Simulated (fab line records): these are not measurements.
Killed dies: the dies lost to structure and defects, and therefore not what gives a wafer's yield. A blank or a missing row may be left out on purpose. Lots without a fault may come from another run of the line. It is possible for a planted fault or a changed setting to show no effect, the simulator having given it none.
fab line records | flow sky130 | part 1 of 2: steps 1 to 25 of 35
record: lots: 5 | wafers: 15 | lastDay: 50
route steps=708 shown VT_ADJUST_LVTN@113 VT_ADJUST_NCORE@119 VT_ADJUST_HVTR@131 VT_ADJUST_PCH@143
lots that met no fault: taken from a fault-free run of the same line
startH: start of the lot's first displayed wafer, in hours after the record's first day | waitH: hours elapsed since this lot's preceding step | " unchanged from the row above | L1.1+2: a row that stands for several wafers | - no value, or no start given | * or withheld: withheld | < > ~ a bound
route shown NAME@n: names a module that has steps shown in the file, with the first one's number in the route | usual: average and standard deviation across the fault-free wafers | same: alike in all rows | chamber/n: place in a boat | sites: each site's reading | _std_site: standard deviation of those values | _edge_site: inner sites' mean taken away from outer sites' mean | radiusMm: for every site, how far away it sits from the centre of the wafer | mask NAME#n: copy n | behind: the tool/chamber that last shaped the wafer | hold: why the lot was held/for how many hours/how that ended | device: names the non-switching transistor (n, p or np) | end of line: at the end of the route, the tests of the same wafers | a step without rows: its recipe alone | killed: dies lost to structure and defects at the first sort, not the wafer's yield | map: dies across one wafer; x = killed, . = not, _ = none there
set.NAME: the setting as run; set.NAME@STEP: as run at that earlier step | model.NAME: the simulator's own value behind a step, which no gauge read
lots at some steps of the route; a table a step, a row a wafer
services: from which hour (startH, from the record's first day; less than 0 if before it) a tool's chamber was out of use, for how many hours, and why
== steps ==
step: SKY_VT_ADJUST_LVTN_PEB_16
recipe: tempC: withheld | timeS: * | resist: NOVOLAK
usual: chillPlateTempC: *
lot.wafer | tool          | chamber | startH | waitH | chillPlateTempC
L078.3    | lithoTrack-03 | 0       | -      | -     | *
L078.5    | "             | 0       | "      | "     | *
L078.6    | "             | 0       | "      | "     | *
L080.3    | lithoTrack-03 | 0       | -      | -     | *
L080.4    | "             | 0       | "      | "     | *
L080.6    | "             | 0       | "      | "     | *
L082.2    | lithoTrack-02 | 0       | -      | -     | *
L082.3    | "             | 0       | "      | "     | *
L082.4    | "             | 0       | "      | "     | *
L086.2    | lithoTrack-01 | 0       | -      | -     | *
L086.5    | "             | 0       | "      | "     | *
L086.6    | "             | 0       | "      | "     | *
L095.1    | lithoTrack-02 | 0       | -      | -     | *
L095.4    | "             | 0       | "      | "     | *
L095.5    | "             | 0       | "      | "     | *
step: SKY_VT_ADJUST_LVTN_DEVELOP_17
recipe: resist: NOVOLAK | developer: TMAH | developTimeS: 60 | devTempC: 23
usual: chillPlateTempC: 23.01/0.11
lot.wafer | tool          | chamber | startH | waitH | chillPlateTempC
L078.3    | lithoTrack-03 | 0       | 184.10 | 0.1   | 22.95
L078.5    | "             | 0       | "      | "     | 22.84
L078.6    | "             | 0       | "      | "     | 22.85
L080.3    | lithoTrack-03 | 0       | 196.40 | 0.1   | 23.02
L080.4    | "             | 0       | "      | "     | 23.05
L080.6    | "             | 0       | "      | "     | 23.03
L082.2    | lithoTrack-02 | 0       | 209.99 | 0.1   | 22.89
L082.3    | "             | 0       | "      | "     | 22.80
L082.4    | "             | 0       | "      | "     | 22.74
L086.2    | lithoTrack-01 | 0       | 243.52 | 0.1   | 23.07
L086.5    | "             | 0       | "      | "     | 23.02
L086.6    | "             | 0       | "      | "     | 22.99
L095.1    | lithoTrack-02 | 0       | 307.67 | 0.1   | 22.98
L095.4    | "             | 0       | "      | "     | 22.95
L095.5    | "             | 0       | "      | "     | 23.03
step: SKY_VT_ADJUST_LVTN_OVL_MEAS_18
usual: VT_ADJUST_LVTN_01_OVL: -1.0/1.4
lot.wafer | tool       | chamber | startH | waitH | VT_ADJUST_LVTN_01_OVL[nm]
L078.3    | overlay-02 | -       | 184.21 | 0.1   | 1.2
L078.5    | "          | -       | "      | "     | 1.7
L078.6    | "          | -       | "      | "     | 0.1
L080.3    | overlay-01 | -       | 196.51 | 0.1   | -0.3
L080.4    | "          | -       | "      | "     | -0.3
L080.6    | "          | -       | "      | "     | -1.2
L082.2    | overlay-02 | -       | 210.12 | 0.1   | -0.9
L082.3    | "          | -       | "      | "     | -0.9
L082.4    | "          | -       | "      | "     | -1.0
L086.2    | overlay-01 | -       | 243.65 | 0.1   | -1.8
L086.5    | "          | -       | "      | "     | -1.5
L086.6    | "          | -       | "      | "     | -3.2
L095.1    | overlay-01 | -       | 307.82 | 0.1   | -1.9
L095.4    | "          | -       | "      | "     | -1.7
L095.5    | "          | -       | "      | "     | -1.4
step: SKY_VT_ADJUST_LVTN_IMPLANT_19
recipe: species: B | energyKev: 30 | doseCm2: 6.5e+11 | tiltDeg: withheld
usual: endStationPressureTorr: 5.03e-06/2.8e-07
lot.wafer | tool         | chamber | startH | waitH | endStationPressureTorr
L078.3    | implanter-01 | 0       | 184.29 | 0.1   | 5.41e-06
L078.5    | "            | 0       | "      | "     | 5.46e-06
L078.6    | "            | 0       | "      | "     | 5.27e-06
L080.3    | implanter-01 | 0       | 196.59 | 0.1   | 4.68e-06
L080.4    | "            | 0       | "      | "     | 5.24e-06
L080.6    | "            | 0       | "      | "     | 5.11e-06
L082.2    | implanter-02 | 0       | 210.18 | 0.0   | 5.46e-06
L082.3    | "            | 0       | "      | "     | 5.43e-06
L082.4    | "            | 0       | "      | "     | 4.5e-06
L086.2    | implanter-03 | 0       | 243.70 | 0.0   | 4.92e-06
L086.5    | "            | 0       | "      | "     | 5.26e-06
L086.6    | "            | 0       | "      | "     | 5.43e-06
L095.1    | implanter-01 | 0       | 307.85 | 0.0   | 5.34e-06
L095.4    | "            | 0       | "      | "     | 5.04e-06
L095.5    | "            | 0       | "      | "     | 4.92e-06
step: SKY_VT_ADJUST_LVTN_STRIP_20
recipe: chemistry: O2/N2 | powerW: 1400 | pressureMtorr: 1500 | platenTempC: withheld | o2FlowSccm: 3000 | n2FlowSccm: 300 | overashFraction: 0.5
usual: drypumpMotorCurrentA: 5.73/0.22 | oesProductAu: 0.716/0.0047 | stripTimeToEndpointS: 14.02/0.037
same: overashFraction: 0.5
lot.wafer | tool           | chamber | startH | waitH | drypumpMotorCurrentA | oesProductAu | rfHoursCounterH | stripTimeToEndpointS
L078.3    | plasmaAsher-04 | 0       | 184.42 | 0.1   | 5.73                 | 0.717        | -               | 13.95
L078.5    | "              | 0       | "      | "     | 5.73                 | 0.715        | -               | 13.99
L078.6    | "              | 1       | "      | "     | 5.57                 | 0.714        | -               | 13.99
L080.3    | plasmaAsher-02 | 0       | 196.72 | 0.1   | 5.66                 | 0.719        | -               | 13.98
L080.4    | "              | 1       | "      | "     | 6.09                 | 0.714        | -               | 13.92
L080.6    | "              | 1       | "      | "     | 6.16                 | 0.715        | -               | 13.95
L082.2    | plasmaAsher-03 | 1       | 210.30 | 0.1   | 5.40                 | 0.717        | 8               | 14.01
L082.3    | "              | 0       | "      | "     | 5.80                 | 0.722        | -               | 14.06
L082.4    | "              | 1       | "      | "     | 5.41                 | 0.713        | -               | 14.00
L086.2    | plasmaAsher-03 | 1       | 243.83 | 0.1   | 5.43                 | 0.717        | 12              | 14.04
L086.5    | "              | 1       | "      | "     | 5.41                 | 0.724        | -               | 14.02
L086.6    | "              | 0       | "      | "     | 5.81                 | 0.720        | -               | 14.00
L095.1    | plasmaAsher-04 | 0       | 308.00 | 0.1   | 5.73                 | 0.721        | 64              | 14.01
L095.4    | "              | 0       | "      | "     | 5.72                 | 0.710        | -               | 13.99
L095.5    | "              | 1       | "      | "     | 5.53                 | 0.718        | -               | 13.95
step: SKY_VT_ADJUST_LVTN_TW_MEAS_21
usual: VT_ADJUST_LVTN_2_TW: 189.6/1.3
lot.wafer | tool         | chamber | startH | waitH | VT_ADJUST_LVTN_2_TW
L078.3    | filmMetro-02 | -       | 184.51 | 0.1   | 189.5
L078.5    | "            | -       | "      | "     | 190.8
L078.6    | "            | -       | "      | "     | 190.3
L080.3    | filmMetro-02 | -       | 196.81 | 0.1   | 190.2
L080.4    | "            | -       | "      | "     | 190.0
L080.6    | "            | -       | "      | "     | 190.4
L082.2    | filmMetro-03 | -       | 210.41 | 0.1   | 187.1
L082.3    | "            | -       | "      | "     | 187.0
L082.4    | "            | -       | "      | "     | 187.6
L086.2    | filmMetro-02 | -       | 243.94 | 0.1   | 192.1
L086.5    | "            | -       | "      | "     | 191.1
L086.6    | "            | -       | "      | "     | 190.3
L095.1    | filmMetro-04 | -       | 308.10 | 0.1   | 189.2
L095.4    | "            | -       | "      | "     | 190.3
L095.5    | "            | -       | "      | "     | 189.7
step: SKY_VT_ADJUST_NCORE_DEHYDRATE_00
recipe: tempC: 200 | timeS: 60
usual: chillPlateTempC: 23.02/0.1
lot.wafer | tool          | chamber | startH | waitH | chillPlateTempC
L078.3    | lithoTrack-01 | 0       | 194.49 | 10.0  | 23.03
L078.5    | "             | 0       | "      | "     | 23.08
L078.6    | "             | 0       | "      | "     | 23.17
L080.3    | lithoTrack-02 | 0       | 206.92 | 10.1  | 23.16
L080.4    | "             | 0       | "      | "     | 23.01
L080.6    | "             | 0       | "      | "     | 23.07
L082.2    | lithoTrack-02 | 0       | 221.34 | 10.9  | 22.90
L082.3    | "             | 0       | "      | "     | 22.89
L082.4    | "             | 0       | "      | "     | 22.86
L086.2    | lithoTrack-04 | 0       | 255.44 | 11.5  | 23.13
L086.5    | "             | 0       | "      | "     | 22.90
L086.6    | "             | 0       | "      | "     | 23.07
L095.1    | lithoTrack-04 | 0       | 319.81 | 11.7  | 22.93
L095.4    | "             | 0       | "      | "     | 22.99
L095.5    | "             | 0       | "      | "     | 22.96
step: SKY_VT_ADJUST_NCORE_HMDS_01
recipe: primeTimeS: 60 | primeTempC: 120
usual: chillPlateTempC: 23.00/0.11
lot.wafer | tool          | chamber | startH | waitH | chillPlateTempC
L078.3    | lithoTrack-01 | 0       | 194.64 | 0.1   | 23.14
L078.5    | "             | 0       | "      | "     | 23.05
L078.6    | "             | 0       | "      | "     | 23.05
L080.3    | lithoTrack-02 | 0       | 207.07 | 0.1   | 23.14
L080.4    | "             | 0       | "      | "     | 23.19
L080.6    | "             | 0       | "      | "     | 23.21
L082.2    | lithoTrack-02 | 0       | 221.49 | 0.1   | 22.87
L082.3    | "             | 0       | "      | "     | 23.06
L082.4    | "             | 0       | "      | "     | 22.95
L086.2    | lithoTrack-04 | 0       | 255.59 | 0.1   | 22.83
L086.5    | "             | 0       | "      | "     | 22.91
L086.6    | "             | 0       | "      | "     | 22.93
L095.1    | lithoTrack-04 | 0       | 319.96 | 0.1   | 22.96
L095.4    | "             | 0       | "      | "     | 23.05
L095.5    | "             | 0       | "      | "     | 22.80
step: SKY_VT_ADJUST_NCORE_COAT_02
recipe: resist: NOVOLAK | spinRpm: 3000 | resistThkNm: 1140
usual: chillPlateTempC: 22.99/0.097
lot.wafer | tool          | chamber | startH | waitH | chillPlateTempC
L078.3    | lithoTrack-01 | 0       | 194.79 | 0.1   | 23.03
L078.5    | "             | 0       | "      | "     | 22.97
L078.6    | "             | 0       | "      | "     | 23.01
L080.3    | lithoTrack-02 | 0       | 207.22 | 0.1   | 23.11
L080.4    | "             | 0       | "      | "     | 22.87
L080.6    | "             | 0       | "      | "     | 22.99
L082.2    | lithoTrack-02 | 0       | 221.64 | 0.1   | 22.97
L082.3    | "             | 0       | "      | "     | 23.15
L082.4    | "             | 0       | "      | "     | 23.15
L086.2    | lithoTrack-04 | 0       | 255.74 | 0.1   | 22.92
L086.5    | "             | 0       | "      | "     | 22.89
L086.6    | "             | 0       | "      | "     | 22.94
L095.1    | lithoTrack-04 | 0       | 320.11 | 0.1   | 23.17
L095.4    | "             | 0       | "      | "     | 23.00
L095.5    | "             | 0       | "      | "     | 23.06
step: SKY_VT_ADJUST_NCORE_SOFTBAKE_03
recipe: tempC: 90 | timeS: 60 | resist: NOVOLAK
usual: chillPlateTempC: 23.00/0.1
lot.wafer | tool          | chamber | startH | waitH | chillPlateTempC
L078.3    | lithoTrack-01 | 0       | 194.94 | 0.1   | 22.95
L078.5    | "             | 0       | "      | "     | 22.98
L078.6    | "             | 0       | "      | "     | 22.80
L080.3    | lithoTrack-02 | 0       | 207.37 | 0.1   | 23.06
L080.4    | "             | 0       | "      | "     | 23.19
L080.6    | "             | 0       | "      | "     | 23.01
L082.2    | lithoTrack-02 | 0       | 221.79 | 0.1   | 23.10
L082.3    | "             | 0       | "      | "     | 23.07
L082.4    | "             | 0       | "      | "     | 23.05
L086.2    | lithoTrack-04 | 0       | 255.89 | 0.1   | 23.00
L086.5    | "             | 0       | "      | "     | 22.95
L086.6    | "             | 0       | "      | "     | 23.03
L095.1    | lithoTrack-04 | 0       | 320.26 | 0.1   | 22.99
L095.4    | "             | 0       | "      | "     | 22.95
L095.5    | "             | 0       | "      | "     | 22.91
step: SKY_VT_ADJUST_NCORE_EXPOSE_04
recipe: maskId: LVTN_COMPLEMENT_THIN | na: 0.6 | sourceShape: conventional | sigmaOuter: 0.6 | polarization: unpolarized | targetCdNm: 380 | doseMj: 140.9
lot.wafer  | tool            | chamber | startH | waitH | mask
L078.3+5+6 | ilineStepper-02 | 0       | -      | -     | LVTN_COMPLEMENT_THIN#0
L080.3+4+6 | ilineStepper-01 | 0       | -      | -     | LVTN_COMPLEMENT_THIN#0
L082.2+3+4 | ilineStepper-01 | 0       | -      | -     | LVTN_COMPLEMENT_THIN#0
L086.2+5+6 | ilineStepper-01 | 0       | -      | -     | LVTN_COMPLEMENT_THIN#0
L095.1+4+5 | ilineStepper-01 | 0       | -      | -     | LVTN_COMPLEMENT_THIN#0
step: SKY_VT_ADJUST_NCORE_PEB_05
recipe: tempC: withheld | timeS: * | resist: NOVOLAK
usual: chillPlateTempC: *
lot.wafer | tool          | chamber | startH | waitH | chillPlateTempC
L078.3    | lithoTrack-01 | 0       | -      | -     | *
L078.5    | "             | 0       | "      | "     | *
L078.6    | "             | 0       | "      | "     | *
L080.3    | lithoTrack-02 | 0       | -      | -     | *
L080.4    | "             | 0       | "      | "     | *
L080.6    | "             | 0       | "      | "     | *
L082.2    | lithoTrack-04 | 0       | -      | -     | *
L082.3    | "             | 0       | "      | "     | *
L082.4    | "             | 0       | "      | "     | *
L086.2    | lithoTrack-01 | 0       | -      | -     | *
L086.5    | "             | 0       | "      | "     | *
L086.6    | "             | 0       | "      | "     | *
L095.1    | lithoTrack-04 | 0       | -      | -     | *
L095.4    | "             | 0       | "      | "     | *
L095.5    | "             | 0       | "      | "     | *
step: SKY_VT_ADJUST_NCORE_DEVELOP_06
recipe: resist: NOVOLAK | developer: TMAH | developTimeS: 60 | devTempC: 23
usual: chillPlateTempC: 23.00/0.11
lot.wafer | tool          | chamber | startH | waitH | chillPlateTempC
L078.3    | lithoTrack-01 | 0       | 205.54 | 0.1   | 22.94
L078.5    | "             | 0       | "      | "     | 22.89
L078.6    | "             | 0       | "      | "     | 23.01
L080.3    | lithoTrack-02 | 0       | 218.37 | 0.1   | 23.00
L080.4    | "             | 0       | "      | "     | 23.00
L080.6    | "             | 0       | "      | "     | 22.98
L082.2    | lithoTrack-04 | 0       | 232.84 | 0.1   | 23.02
L082.3    | "             | 0       | "      | "     | 22.91
L082.4    | "             | 0       | "      | "     | 22.83
L086.2    | lithoTrack-01 | 0       | 267.77 | 0.1   | 23.02
L086.5    | "             | 0       | "      | "     | 23.09
L086.6    | "             | 0       | "      | "     | 23.24
L095.1    | lithoTrack-04 | 0       | 333.46 | 0.1   | 23.06
L095.4    | "             | 0       | "      | "     | 22.97
L095.5    | "             | 0       | "      | "     | 23.03
step: SKY_VT_ADJUST_NCORE_CD_MEAS_07
recipe: targetCdNm: 380
usual: cdNm: 379.2/2.2
lot.wafer | tool     | chamber | startH | waitH | cdNm
L078.3    | cdSem-01 | -       | 205.68 | 0.1   | 377.6
L078.5    | "        | -       | "      | "     | 380.0
L078.6    | "        | -       | "      | "     | 376.2
L080.3    | cdSem-02 | -       | 218.51 | 0.1   | 380.4
L080.4    | "        | -       | "      | "     | 379.4
L080.6    | "        | -       | "      | "     | 380.4
L082.2    | cdSem-01 | -       | 232.98 | 0.1   | 380.5
L082.3    | "        | -       | "      | "     | 382.8
L082.4    | "        | -       | "      | "     | 383.4
L086.2    | cdSem-01 | -       | 267.91 | 0.1   | 382.9
L086.5    | "        | -       | "      | "     | 382.3
L086.6    | "        | -       | "      | "     | 382.9
L095.1    | cdSem-01 | -       | 333.61 | 0.1   | 379.1
L095.4    | "        | -       | "      | "     | 378.3
L095.5    | "        | -       | "      | "     | 380.6
step: SKY_VT_ADJUST_NCORE_OVL_MEAS_08
usual: VT_ADJUST_NCORE_OVL: -0.3/1.4
lot.wafer | tool       | chamber | startH | waitH | VT_ADJUST_NCORE_OVL[nm]
L078.3    | overlay-01 | -       | 205.77 | 0.1   | -0.4
L078.5    | "          | -       | "      | "     | 0.8
L078.6    | "          | -       | "      | "     | 1.6
L080.3    | overlay-01 | -       | 218.60 | 0.1   | -0.2
L080.4    | "          | -       | "      | "     | 1.1
L080.6    | "          | -       | "      | "     | -0.3
L082.2    | overlay-01 | -       | 233.09 | 0.1   | 0.6
L082.3    | "          | -       | "      | "     | -0.9
L082.4    | "          | -       | "      | "     | -0.1
L086.2    | overlay-01 | -       | 268.02 | 0.1   | 1.6
L086.5    | "          | -       | "      | "     | 1.7
L086.6    | "          | -       | "      | "     | 2.8
L095.1    | overlay-02 | -       | 333.73 | 0.1   | -0.1
L095.4    | "          | -       | "      | "     | 0.2
L095.5    | "          | -       | "      | "     | 0.7
step: SKY_VT_ADJUST_NCORE_IMPLANT_09
recipe: species: B | energyKev: 10 | doseCm2: 2.4e+12 | tiltDeg: withheld
usual: endStationPressureTorr: 5.03e-06/2.9e-07
lot.wafer | tool         | chamber | startH | waitH | endStationPressureTorr
L078.3    | implanter-03 | 0       | 205.85 | 0.1   | 5.19e-06
L078.5    | "            | 0       | "      | "     | 4.6e-06
L078.6    | "            | 0       | "      | "     | 4.47e-06
L080.3    | implanter-03 | 0       | 218.67 | 0.1   | 4.77e-06
L080.4    | "            | 0       | "      | "     | 5.18e-06
L080.6    | "            | 0       | "      | "     | 4.92e-06
L082.2    | implanter-01 | 0       | 233.17 | 0.1   | 5.14e-06
L082.3    | "            | 0       | "      | "     | 4.84e-06
L082.4    | "            | 0       | "      | "     | 5.63e-06
L086.2    | implanter-03 | 0       | 268.07 | 0.0   | 5.14e-06
L086.5    | "            | 0       | "      | "     | 5.39e-06
L086.6    | "            | 0       | "      | "     | 4.94e-06
L095.1    | implanter-03 | 0       | 333.77 | 0.0   | 4.9e-06
L095.4    | "            | 0       | "      | "     | 4.77e-06
L095.5    | "            | 0       | "      | "     | 4.7e-06
step: SKY_VT_ADJUST_NCORE_STRIP_10
recipe: chemistry: O2/N2 | powerW: 1400 | pressureMtorr: 1500 | platenTempC: withheld | o2FlowSccm: 3000 | n2FlowSccm: 300 | overashFraction: 0.5
usual: drypumpMotorCurrentA: 5.4/0.34 | oesProductAu: 0.716/0.005 | stripTimeToEndpointS: 14.18/0.041
same: overashFraction: 0.5
lot.wafer | tool           | chamber | startH | waitH | drypumpMotorCurrentA | oesProductAu | rfHoursCounterH | stripTimeToEndpointS
L078.3    | plasmaAsher-01 | 0       | 205.98 | 0.1   | 5.1                  | 0.723        | -               | 14.22
L078.5    | "              | 0       | "      | "     | 5.1                  | 0.717        | -               | 14.18
L078.6    | "              | 1       | "      | "     | 5.1                  | 0.715        | -               | 14.19
L080.3    | plasmaAsher-03 | 0       | 218.81 | 0.1   | 5.8                  | 0.713        | -               | 14.21
L080.4    | "              | 1       | "      | "     | 5.4                  | 0.725        | -               | 14.22
L080.6    | "              | 1       | "      | "     | 5.4                  | 0.715        | -               | 14.14
L082.2    | plasmaAsher-01 | 0       | 233.42 | 0.2   | 5.1                  | 0.718        | 41              | 14.15
L082.3    | "              | 0       | "      | "     | 5.1                  | 0.707        | -               | 14.17
L082.4    | "              | 1       | "      | "     | 5.2                  | 0.717        | -               | 14.13
L086.2    | plasmaAsher-01 | 0       | 268.20 | 0.1   | 5.1                  | 0.718        | 44              | 14.27
L086.5    | "              | 0       | "      | "     | 5.1                  | 0.724        | -               | 14.20
L086.6    | "              | 1       | "      | "     | 5.1                  | 0.720        | -               | 14.20
L095.1    | plasmaAsher-03 | 0       | 333.92 | 0.1   | 5.8                  | 0.718        | 21              | 14.12
L095.4    | "              | 1       | "      | "     | 5.4                  | 0.711        | -               | 14.12
L095.5    | "              | 0       | "      | "     | 5.8                  | 0.714        | -               | 14.15
step: SKY_VT_ADJUST_NCORE_TW_MEAS_11
usual: VT_ADJUST_NCORE_TW: 221.0/1.4
lot.wafer | tool         | chamber | startH | waitH | VT_ADJUST_NCORE_TW
L078.3    | filmMetro-01 | -       | 206.07 | 0.1   | 218.5
L078.5    | "            | -       | "      | "     | 218.0
L078.6    | "            | -       | "      | "     | 218.1
L080.3    | filmMetro-01 | -       | 218.89 | 0.1   | 219.1
L080.4    | "            | -       | "      | "     | 218.2
L080.6    | "            | -       | "      | "     | 218.4
L082.2    | filmMetro-02 | -       | 233.53 | 0.1   | 220.9
L082.3    | "            | -       | "      | "     | 220.4
L082.4    | "            | -       | "      | "     | 219.5
L086.2    | filmMetro-02 | -       | 268.31 | 0.1   | 220.5
L086.5    | "            | -       | "      | "     | 221.6
L086.6    | "            | -       | "      | "     | 221.3
L095.1    | filmMetro-04 | -       | 334.02 | 0.1   | 220.4
L095.4    | "            | -       | "      | "     | 221.2
L095.5    | "            | -       | "      | "     | 221.1
step: SKY_VT_ADJUST_HVTR_DEHYDRATE_00
recipe: tempC: 200 | timeS: 60
usual: chillPlateTempC: 23.00/0.095
lot.wafer | tool          | chamber | startH | waitH | chillPlateTempC
L078.3    | lithoTrack-03 | 0       | 216.75 | 10.7  | 22.87
L078.5    | "             | 0       | "      | "     | 23.02
L078.6    | "             | 0       | "      | "     | 23.14
L080.3    | lithoTrack-04 | 0       | 229.91 | 11.0  | 22.87
L080.4    | "             | 0       | "      | "     | 22.96
L080.6    | "             | 0       | "      | "     | 23.10
L082.2    | lithoTrack-03 | 0       | 244.38 | 10.8  | 23.13
L082.3    | "             | 0       | "      | "     | 23.11
L082.4    | "             | 0       | "      | "     | 23.12
L086.2    | lithoTrack-03 | 0       | 279.68 | 11.4  | 22.88
L086.5    | "             | 0       | "      | "     | 22.82
L086.6    | "             | 0       | "      | "     | 22.88
L095.1    | lithoTrack-04 | 0       | 346.96 | 12.9  | 22.78
L095.4    | "             | 0       | "      | "     | 23.00
L095.5    | "             | 0       | "      | "     | 23.11
step: SKY_VT_ADJUST_HVTR_HMDS_01
recipe: primeTimeS: 60 | primeTempC: 120
usual: chillPlateTempC: 23.02/0.094
lot.wafer | tool          | chamber | startH | waitH | chillPlateTempC
L078.3    | lithoTrack-03 | 0       | 216.90 | 0.1   | 22.98
L078.5    | "             | 0       | "      | "     | 22.93
L078.6    | "             | 0       | "      | "     | 22.88
L080.3    | lithoTrack-04 | 0       | 230.06 | 0.1   | 23.00
L080.4    | "             | 0       | "      | "     | 22.97
L080.6    | "             | 0       | "      | "     | 23.03
L082.2    | lithoTrack-03 | 0       | 244.53 | 0.1   | 23.08
L082.3    | "             | 0       | "      | "     | 23.05
L082.4    | "             | 0       | "      | "     | 23.04
L086.2    | lithoTrack-03 | 0       | 279.83 | 0.1   | 22.99
L086.5    | "             | 0       | "      | "     | 23.22
L086.6    | "             | 0       | "      | "     | 23.10
L095.1    | lithoTrack-04 | 0       | 347.11 | 0.1   | 23.13
L095.4    | "             | 0       | "      | "     | 22.91
L095.5    | "             | 0       | "      | "     | 22.90
step: SKY_VT_ADJUST_HVTR_COAT_02
recipe: resist: NOVOLAK | spinRpm: 3000 | resistThkNm: 1140
usual: chillPlateTempC: 22.99/0.11
lot.wafer | tool          | chamber | startH | waitH | chillPlateTempC
L078.3    | lithoTrack-03 | 0       | 217.05 | 0.1   | 22.97
L078.5    | "             | 0       | "      | "     | 23.05
L078.6    | "             | 0       | "      | "     | 22.92
L080.3    | lithoTrack-04 | 0       | 230.21 | 0.1   | 22.97
L080.4    | "             | 0       | "      | "     | 22.82
L080.6    | "             | 0       | "      | "     | 22.96
L082.2    | lithoTrack-03 | 0       | 244.68 | 0.1   | 23.05
L082.3    | "             | 0       | "      | "     | 23.06
L082.4    | "             | 0       | "      | "     | 23.05
L086.2    | lithoTrack-03 | 0       | 279.98 | 0.1   | 22.89
L086.5    | "             | 0       | "      | "     | 23.01
L086.6    | "             | 0       | "      | "     | 23.01
L095.1    | lithoTrack-04 | 0       | 347.26 | 0.1   | 23.16
L095.4    | "             | 0       | "      | "     | 23.08
L095.5    | "             | 0       | "      | "     | 22.99
step: SKY_VT_ADJUST_HVTR_SOFTBAKE_03
recipe: tempC: 90 | timeS: 60 | resist: NOVOLAK
usual: chillPlateTempC: 22.99/0.095
lot.wafer | tool          | chamber | startH | waitH | chillPlateTempC
L078.3    | lithoTrack-03 | 0       | 217.20 | 0.1   | 22.86
L078.5    | "             | 0       | "      | "     | 23.00
L078.6    | "             | 0       | "      | "     | 23.06
L080.3    | lithoTrack-04 | 0       | 230.36 | 0.1   | 22.82
L080.4    | "             | 0       | "      | "     | 23.03
L080.6    | "             | 0       | "      | "     | 22.86
L082.2    | lithoTrack-03 | 0       | 244.83 | 0.1   | 22.96
L082.3    | "             | 0       | "      | "     | 22.99
L082.4    | "             | 0       | "      | "     | 23.10
L086.2    | lithoTrack-03 | 0       | 280.13 | 0.1   | 22.99
L086.5    | "             | 0       | "      | "     | 23.07
L086.6    | "             | 0       | "      | "     | 23.21
L095.1    | lithoTrack-04 | 0       | 347.41 | 0.1   | 22.97
L095.4    | "             | 0       | "      | "     | 22.91
L095.5    | "             | 0       | "      | "     | 22.93
step: SKY_VT_ADJUST_HVTR_EXPOSE_04
recipe: maskId: HVTRM | targetCdNm: 380 | na: 0.6 | sourceShape: conventional | sigmaOuter: 0.6 | doseMj: 150
lot.wafer  | tool            | chamber | startH | waitH | mask
L078.3+5+6 | ilineStepper-02 | 0       | -      | -     | HVTRM#0
L080.3+4+6 | ilineStepper-01 | 0       | -      | -     | HVTRM#0
L082.2+3+4 | ilineStepper-01 | 0       | -      | -     | HVTRM#0
L086.2+5+6 | ilineStepper-02 | 0       | -      | -     | HVTRM#0
L095.1+4+5 | ilineStepper-01 | 0       | -      | -     | HVTRM#0
step: SKY_VT_ADJUST_HVTR_PEB_05
recipe: tempC: withheld | timeS: * | resist: NOVOLAK
usual: chillPlateTempC: *
lot.wafer | tool          | chamber | startH | waitH | chillPlateTempC
L078.3    | lithoTrack-03 | 0       | -      | -     | *
L078.5    | "             | 0       | "      | "     | *
L078.6    | "             | 0       | "      | "     | *
L080.3    | lithoTrack-04 | 0       | -      | -     | *
L080.4    | "             | 0       | "      | "     | *
L080.6    | "             | 0       | "      | "     | *
L082.2    | lithoTrack-01 | 0       | -      | -     | *
L082.3    | "             | 0       | "      | "     | *
L082.4    | "             | 0       | "      | "     | *
L086.2    | lithoTrack-01 | 0       | -      | -     | *
L086.5    | "             | 0       | "      | "     | *
L086.6    | "             | 0       | "      | "     | *
L095.1    | lithoTrack-01 | 0       | -      | -     | *
L095.4    | "             | 0       | "      | "     | *
L095.5    | "             | 0       | "      | "     | *
step: SKY_VT_ADJUST_HVTR_DEVELOP_06
recipe: developTimeS: 60 | devTempC: 23
usual: chillPlateTempC: 22.98/0.094
lot.wafer | tool          | chamber | startH | waitH | chillPlateTempC
L078.3    | lithoTrack-03 | 0       | 228.65 | 0.1   | 23.12
L078.5    | "             | 0       | "      | "     | 22.91
L078.6    | "             | 0       | "      | "     | 22.95
L080.3    | lithoTrack-04 | 0       | 241.91 | 0.1   | 23.15
L080.4    | "             | 0       | "      | "     | 23.10
L080.6    | "             | 0       | "      | "     | 23.20
L082.2    | lithoTrack-01 | 0       | 256.92 | 0.1   | 23.00
L082.3    | "             | 0       | "      | "     | 23.07
L082.4    | "             | 0       | "      | "     | 22.86
L086.2    | lithoTrack-01 | 0       | 292.57 | 0.1   | 23.08
L086.5    | "             | 0       | "      | "     | 22.94
L086.6    | "             | 0       | "      | "     | 23.09
L095.1    | lithoTrack-01 | 0       | 360.49 | 0.1   | 22.96
L095.4    | "             | 0       | "      | "     | 22.85
L095.5    | "             | 0       | "      | "     | 22.95
